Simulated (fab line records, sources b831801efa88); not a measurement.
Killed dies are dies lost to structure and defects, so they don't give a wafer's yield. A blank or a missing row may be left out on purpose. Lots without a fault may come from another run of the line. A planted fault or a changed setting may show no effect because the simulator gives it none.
A struck lot beside a sound one | flow sfq_line | 14 steps out of a route of 325
Sound: wafers L394.1, L394.2, L394.5. Struck: wafers L408.3, L408.4, L408.5. The cause comes at the end.
At each step with rows: each side's tool, then ch and its chambers, then its first start. Under that, the readings that differ: sound wafers | struck wafers | difference of the means | sigmas: that difference in standard deviations of wafers without a fault.
alike: readings whose means differ by less than 2 such deviations, and words and numbers that are the same on both sides. not compared: withheld readings, readings that some wafer has no value for, bounds like >300 that may hide the same value, and numbers for which the record gives no deviation and whose values overlap.
The two part at a step that has a row with sigmas, a row that says differs or no value, or rows on one side only. Numbers that don't overlap but have no deviation are shown without sigmas and don't part them. A reading that every wafer of one side lacks parts them only if that side has two wafers or more.

first, 3 steps without rows for these wafers: SFQ_TRILAYER_I5_LITHO_EXPOSE_145 (exposes mask I5, target cd 700 nm); SFQ_TRILAYER_I5_LITHO_PEB_147 (peb time 60 s); SFQ_TRILAYER_I5_LITHO_DEVELOP_146 (time 60 s).
SFQ_I5_OVL_MEAS_936:
  sound on overlay-01, day 64 19:01; struck on overlay-02, day 74 11:27
  alike: I5_OVL
SFQ_TRILAYER_I5_BARC_OPEN_VIA_ETCH_200: etches BARC in O2, target depth 125 nm, time 41.7 s.
  sound on rie_diel-03 ch 0,3, day 64 19:02; struck on rie_diel-01 ch 0,2,3, day 74 11:28
  alike: drypump_motor_current_A, oes_product_au
  not compared: rf_hours_counter_h
SFQ_TRILAYER_I5_ETCH_VIA_ETCH_147: etches the open film in CHF3, stops on Nb, target depth 360 nm.
  sound on rie_diel-03 ch 0,3, day 64 19:05; struck on rie_diel-01 ch 0,2,3, day 74 11:31
  alike: drypump_motor_current_A, oes_product_au
SFQ_TRILAYER_I5_STRIP_STRIP_148: strips in O2.
  sound on rie_metal-03 ch 0,1, day 64 19:14; struck on rie_metal-03 ch 0,1, day 74 11:52
  alike: drypump_motor_current_A, oes_product_au
  not compared: rf_hours_counter_h
then, 5 steps without rows for these wafers: SFQ_TRILAYER_I5_STRIP_SOLV_CLEAN_149 (cleans in NMP, time 600 s); SFQ_TRILAYER_C5_LITHO_COAT_156 (resist thk 62 nm); SFQ_TRILAYER_C5_LITHO_COAT_151 (resist thk 650 nm); SFQ_TRILAYER_C5_LITHO_SOFTBAKE_155; SFQ_TRILAYER_C5_LITHO_EXPOSE_152 (exposes mask C5, target cd 500 nm).
-- the record jumps here: 4 days lie between the struck wafers' starts before and after --
SFQ_TRILAYER_C5_LITHO_PEB_154: peb time 60 s.
  sound on litho_track-04 ch 0, day 65 04:26; struck on litho_track-03, day 78 03:32
  no value came back on the struck wafers for chill_plate_temp_C (C), exhaust_pa (Pa), plate_temp_C (C); on the sound wafers chill_plate_temp_C (C) reads 23.03 23.03 23.08
then, 1 step without rows for these wafers: SFQ_TRILAYER_C5_LITHO_DEVELOP_153 (time 60 s).

WHERE THEY PART
Only at SFQ_TRILAYER_C5_LITHO_PEB_154, within this record.

WHY: what the simulator had put in
Skipped step whole: litho_track-03, from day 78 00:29 on, at SFQ_TRILAYER_C5_LITHO_PEB_154. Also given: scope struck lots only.
